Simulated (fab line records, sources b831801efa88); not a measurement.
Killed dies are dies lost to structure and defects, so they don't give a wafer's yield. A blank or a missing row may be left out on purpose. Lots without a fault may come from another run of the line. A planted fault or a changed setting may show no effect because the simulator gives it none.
fab line records | flow sky130
record lots=14 wafers=42 last_day=50
route steps=708 shown POLY_CUT@316 CONTACT@418 METAL2@484
lots that met no fault: from a run of the same line without faults
start_h: hours from the record's first day to the start of the lot's first wafer shown | wait_h: hours since the lot's step before | " the same as in the row above | L1.1+2: a row that stands for several wafers | - no value, or no start given | * or withheld: withheld | < > ~ a bound
route shown NAME@n: a module of which the file shows steps, and the number in the route of the first | usual: mean/standard deviation of fault-free wafers | same: alike in all rows | chamber/n: place in a boat | sites: the reading at each site | _std_site: their standard deviation | _edge_site: outer sites' mean less inner sites' | radius_mm: how far each site lies from the wafer's centre | mask NAME#n: copy n | behind: the tool/chamber that last shaped the wafer | hold: why the lot was held/for how many hours/how that ended | device: the transistor (n, p or np) that didn't switch | end of line: the same wafers' tests at the end of the route | a step without rows: its recipe alone | killed: dies lost to structure and defects at the first sort, not the wafer's yield | map: a wafer's dies, x killed, . not, _ none there
set.NAME: the setting as run; set.NAME@STEP: as run at that earlier step | model.NAME: the simulator's own value behind a step, which no gauge read
steps of the route over a sample of lots; a table a step, a row a wafer
services: from which hour (start_h, from the record's first day; less than 0 if before it) a tool's chamber was out of use, for how many hours, and why
## steps
# step SKY_POLY_CUT_OVL_MEAS_09
# usual POLY_CUT_OVL=-1/5.9
# columns lot.wafer tool chamber start_h wait_h POLY_CUT_OVL[nm]
L828.3 overlay-02 - 550.17 0.1 -3
L828.4 " - " " -2
L828.6 " - " " -1
L830.1 overlay-02 - 596.41 0.1 6
L830.2 " - " " -4
L830.6 " - " " 2
L831.1 overlay-01 - 597.11 0.1 -9
L831.2 " - " " -8
L831.4 " - " " -5
L833.1 overlay-02 - 599.76 0.1 2
L833.3 " - " " 0
L833.5 " - " " 6
L837.1 overlay-01 - 635.88 0.1 -7
L837.5 " - " " -3
L837.6 " - " " -7
L838.2 overlay-01 - 641.42 0.1 -1
L838.3 " - " " 1
L838.4 " - " " -3
L839.1 overlay-01 - 651.06 0.1 -6
L839.3 " - " " -1
L839.4 " - " " -5
L840.2 overlay-02 - 656.23 0.1 9
L840.3 " - " " 13
L840.5 " - " " 3
L841.2 overlay-02 - 667.58 0.1 -1
L841.4 " - " " 0
L841.6 " - " " 1
L843.2 overlay-02 - 686.23 0.1 6
L843.3 " - " " 4
L843.6 " - " " 8
L846.3 overlay-01 - 704.32 0.1 -11
L846.5 " - " " -6
L846.6 " - " " -4
L849.2 overlay-02 - 733.01 0.1 2
L849.3 " - " " 3
L849.5 " - " " -2
L851.2 overlay-01 - 771.48 0.1 -3
L851.4 " - " " -4
L851.6 " - " " -10
L850.3 overlay-01 - 772.78 0.1 0
L850.5 " - " " -8
L850.6 " - " " 3
# step SKY_CONTACT_PEB_12
# recipe peb_temp_c=withheld peb_time_s=withheld resist=KrF-thick
# usual chill_plate_temp_C=* exhaust_pa=44.8/0.81
# columns lot.wafer tool chamber start_h wait_h chill_plate_temp_C exhaust_pa
L828.3 litho_track-03 0 724 - * 45.1
L828.4 " 0 " " * 44.3
L828.6 " 0 " " * 46.8
L830.1 litho_track-03 0 768 - * 44.4
L830.2 " 0 " " * 45.6
L830.6 " 0 " " * 45.1
L831.1 litho_track-03 0 770 - * 44.8
L831.2 " 0 " " * 45.3
L831.4 " 0 " " * 45.4
L833.1 litho_track-03 0 771 - * 44.9
L833.3 " 0 " " * 44.6
L833.5 " 0 " " * 44.5
L837.1 litho_track-04 0 803 - * 45.3
L837.5 " 0 804 - * 45.4
L837.6 " 0 " " * 45.5
L838.2 litho_track-02 0 808 - * 44.5
L838.3 " 0 " " * 45.0
L838.4 " 0 " " * 45.6
L839.1 litho_track-04 0 818 - * 43.1
L839.3 " 0 819 - * 45.4
L839.4 " 0 " " * 44.6
L840.2 litho_track-02 0 821 - * 44.9
L840.3 " 0 " " * 45.9
L840.5 " 0 " " * 44.5
L841.2 litho_track-03 0 835 - * 46.1
L841.4 " 0 " " * 45.4
L841.6 " 0 " " * 44.9
L843.2 litho_track-03 0 851 - * 45.3
L843.3 " 0 " " * 44.3
L843.6 " 0 " " * 43.4
L846.3 litho_track-03 0 869 - * 44.1
L846.5 " 0 " " * 46.1
L846.6 " 0 " " * 46.6
L849.2 litho_track-04 - 895 - - -
L849.3 " - " " - -
L849.5 " - " " - -
L851.2 litho_track-04 0 930 - * 44.3
L851.4 " 0 " " * 44.7
L851.6 " 0 931 - * 43.0
L850.3 litho_track-04 - 932 - - -
L850.5 " - " " - -
L850.6 " - " " - -
# step SKY_METAL2_SPUTTER_01
# recipe material=TiN target_thk_nm=20 power_w=6500 time_s=16.7 chamber_pressure_pa=0.4
# usual throttle_valve_pct=30.5/0.81
# columns lot.wafer tool chamber start_h wait_h throttle_valve_pct
L828.3 pvd_sputter-03 - 783.79 0.0 30.3
L828.4 " - " " 28.9
L828.6 " - " " 28.5
L830.1 pvd_sputter-01 - 825.08 0.0 30.8
L830.2 " - " " 31.4
L830.6 " - " " 31.1
L831.1 pvd_sputter-01 - 828.43 0.0 31.1
L831.2 " - " " 31.0
L831.4 " - " " 31.1
L833.1 pvd_sputter-04 - 829.39 0.0 31.0
L833.3 " - " " 29.7
L833.5 " - " " 30.9
L837.1 pvd_sputter-01 - 861.29 0.0 31.3
L837.5 " - " " 30.7
L837.6 " - " " 30.9
L838.2 pvd_sputter-01 - 865.95 0.0 31.1
L838.3 " - " " 30.8
L838.4 " - " " 30.7
L839.1 pvd_sputter-01 - 876.89 0.0 31.1
L839.3 " - " " 30.6
L839.4 " - " " 30.7
L840.2 pvd_sputter-03 - 879.18 0.0 29.1
L840.3 " - " " 30.0
L840.5 " - " " 29.8
L841.2 pvd_sputter-01 - 893.20 0.0 30.8
L841.4 " - " " 31.4
L841.6 " - " " 30.9
L843.2 pvd_sputter-01 - 908.27 0.0 30.7
L843.3 " - " " 30.9
L843.6 " - " " 30.9
L846.3 pvd_sputter-03 - 924.83 0.0 28.7
L846.5 " - " " 30.0
L846.6 " - " " 28.5
L851.2 pvd_sputter-01 - 983.95 0.0 30.9
L851.4 " - " " 31.3
L851.6 " - " " 31.0
# step SKY_METAL2_RS_MEAS_05
# recipe thk_meas_gauge=four-point-probe reads=TiN_of_METAL2_SPUTTER_04+Ti_of_METAL2_SPUTTER_03+AlCu_of_METAL2_SPUTTER_02+TiN_of_METAL2_SPUTTER_01+Ti_of_METAL2_SPUTTER_00
# usual METAL2_ALCU_RS=0.1269/0.0012
# columns lot.wafer tool chamber start_h wait_h METAL2_ALCU_RS[ohm/sq]
L828.3 film_metro-01 - 783.95 0.1 0.1265
L828.4 " - " " 0.1260
L828.6 " - " " 0.1257
L830.1 film_metro-03 - 825.20 0.0 0.1274
L830.2 " - " " 0.1271
L830.6 " - " " 0.1262
L831.1 film_metro-03 - 828.55 0.0 0.1271
L831.2 " - " " 0.1267
L831.4 " - " " 0.1288
L833.1 film_metro-01 - 829.50 0.0 0.1281
L833.3 " - " " 0.1280
L833.5 " - " " 0.1286
L837.1 film_metro-04 - 861.43 0.0 0.1279
L837.5 " - " " 0.1282
L837.6 " - " " 0.1276
L838.2 film_metro-01 - 866.08 0.0 0.1285
L838.3 " - " " 0.1272
L838.4 " - " " 0.1285
L839.1 film_metro-03 - 877.01 0.0 0.1264
L839.3 " - " " 0.1268
L839.4 " - " " 0.1275
L840.2 film_metro-03 - 879.31 0.0 0.1277
L840.3 " - " " 0.1279
L840.5 " - " " 0.1269
L841.2 film_metro-03 - 893.34 0.0 0.1284
L841.4 " - " " 0.1283
L841.6 " - " " 0.1286
L843.2 film_metro-04 - 908.41 0.0 0.1260
L843.3 " - " " 0.1260
L843.6 " - " " 0.1253
L846.3 film_metro-01 - 924.99 0.1 0.1266
L846.5 " - " " 0.1281
L846.6 " - " " 0.1262
L851.2 film_metro-03 - 984.08 0.0 0.1274
L851.4 " - " " 0.1275
L851.6 " - " " 0.1253
## services
# columns tool chamber start_h hours kind
pvd_sputter-01 - 706.28 6.6 repair
pvd_sputter-04 - 728.37 2.9 repair
pvd_sputter-04 - 729.19 5.5 repair
pvd_sputter-03 - 749.85 2.8 repair
pvd_sputter-01 - 797.40 1.8 repair
pvd_sputter-01 - 813.65 4.5 repair
pvd_sputter-04 - 886.60 6.0 repair
litho_track-02 - 975.91 - consumable_replace:filter
## key
first_sign step=SKY_CONTACT_PEB_12 reading=tool_record direction=missing
effect none on later readings
met_at SKY_CONTACT_PEB_12
struck_lots L849,L850
later_rows_left_out L849.2,L849.3,L849.5,L850.3,L850.5,L850.6
sort_left_out L849.2,L849.3,L849.5,L850.3,L850.5,L850.6
tester_left_out L849,L850
not_acting_at SKY_POLY_CUT_OVL_MEAS_09,SKY_METAL2_SPUTTER_01,SKY_METAL2_RS_MEAS_05
onset_between 818 895
fault kind=skipped_step_whole tool=litho_track-04 chamber=- onset_h=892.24 steps=SKY_CONTACT_PEB_12 scope=struck_lots_only
# tester_left_out: of these lots the tester's yield and bins aren't shown, on N5 and GAA mostly nor the transistor test; their killed dies are dies lost to structure and defects alone, not to doping, threshold or leakage, so they don't give the yield
# sort_left_out: the simulated sort isn't trusted on such a fault, so these wafers' sort isn't shown, and their yield isn't known
# later_rows_left_out: the simulator's readings of these wafers behind a module that went badly wrong aren't trusted and aren't shown, but for the sort
